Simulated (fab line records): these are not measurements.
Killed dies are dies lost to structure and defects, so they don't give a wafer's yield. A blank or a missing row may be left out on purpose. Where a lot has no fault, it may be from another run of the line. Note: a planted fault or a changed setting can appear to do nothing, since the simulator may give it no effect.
Code-filled problem report in 8D (eight disciplines) form / flow sky130 / the parts of the form that need people (team, actions taken, sign-off) are left out

== 1. THE PROBLEM ==
stripTimeToEndpointS at SKY_VIA4_STRIP_13 reads a mean of 11.622 s on 6 wafers of 2 lots; wafers without a fault read 12.807 s with a standard deviation of 0.03. That puts it -40 standard deviations away from the usual mean.
The step: strips in O2/N2.
First seen on wafer L999.3, day 45 23:10, on plasmaAsher-03. The record has a number at this step for 33 wafers belonging to 11 lots. Rule for "out" (also "out of limits"): further than 4 standard deviations from the usual mean. The other wafers with a number count as sound.

== 2. WHAT IT IS, AND WHAT IT ISN'T ==
question=which readings at this step | is=stripTimeToEndpointS | is not=drypumpMotorCurrentA, oesProductAu
question=which lots | is=L100, L999 | is not=L105, L106, L108, L989, L990, L991, L992, L993, L995
question=which wafers of those lots | is=all that have a number | is not=-
question=read on which tools | is=plasmaAsher-02, plasmaAsher-03 | is not=plasmaAsher-01
question=when | is=from day 45 23:10 | is not=up to then (18 sound wafers); but 9 sound wafers of L105, L106, L108 came after

== 3. SUSPECTS, AND WHAT RULES EACH OUT ==
Counting: any tool at a process step up to the reading is kept as a suspect provided that every lot that is out went through it and no sound lot did after the first of them.
- rieMetal-02 at SKY_CAP2M_METAL_ETCH_13 (etches TiN in Cl2/BCl3, stops on SiO2, target depth 220 nm, time 62.9 s): ruled out as a lasting fault. Following L999 (day 44 03:08), the first lot on it that is out, the sound lots L105 were run on it.
- plasmaAsher-04 at SKY_CAP2M_STRIP_14 (strips in O2/N2): kept. It processed each lot that is out, first L999 at day 44 03:14, and no sound lot thereafter; up to then, the last sound lot it processed was L993 at day 42 20:21.
- lithoTrack-03 at SKY_VIA4_COAT_06 (resist thk 1140 nm): kept. It processed each lot that is out, first L999 at day 45 12:55, and no sound lot thereafter; up to then, the last sound lot it processed was L993 at day 44 08:34.
Left after counting: plasmaAsher-04 at SKY_CAP2M_STRIP_14, lithoTrack-03 at SKY_VIA4_COAT_06.

== 4. THE CAUSE (what the simulator had put in) ==
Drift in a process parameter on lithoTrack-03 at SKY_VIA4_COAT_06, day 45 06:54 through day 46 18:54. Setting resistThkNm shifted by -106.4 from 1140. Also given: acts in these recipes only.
After counting, 2 suspects remain, this tool included.

== 5. SEQUENCE OF EFFECTS, ordered by route ==
Each row: a reading whose mean over the struck wafers that have a number lies more than 3 standard deviations from the usual. Readings are gone through only where the record gives a usual standard deviation; hours: the median, over the lots, of the time from a lot's start at the first step in this table giving one to that lot's start at this step; sigmas: the change measured in usual standard deviations.
hours=0; step=SKY_VIA4_STRIP_13; reading=stripTimeToEndpointS; usual=12.807 s; on struck wafers=11.622; change=-1.185; sigmas=-40
Process steps it contains:
- SKY_VIA4_STRIP_13: strips in O2/N2.

== 6. WHAT WOULD HAVE CAUGHT IT SOONER ==
In this record the first reading out of limits was taken at day 45 23:10, 16 hours after the fault began at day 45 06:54.
Each of the lots that are out, 2 in all, had begun SKY_VIA4_COAT_06 on lithoTrack-03 no later than day 45 23:10. None of them would have been spared by holding the tool at that moment.
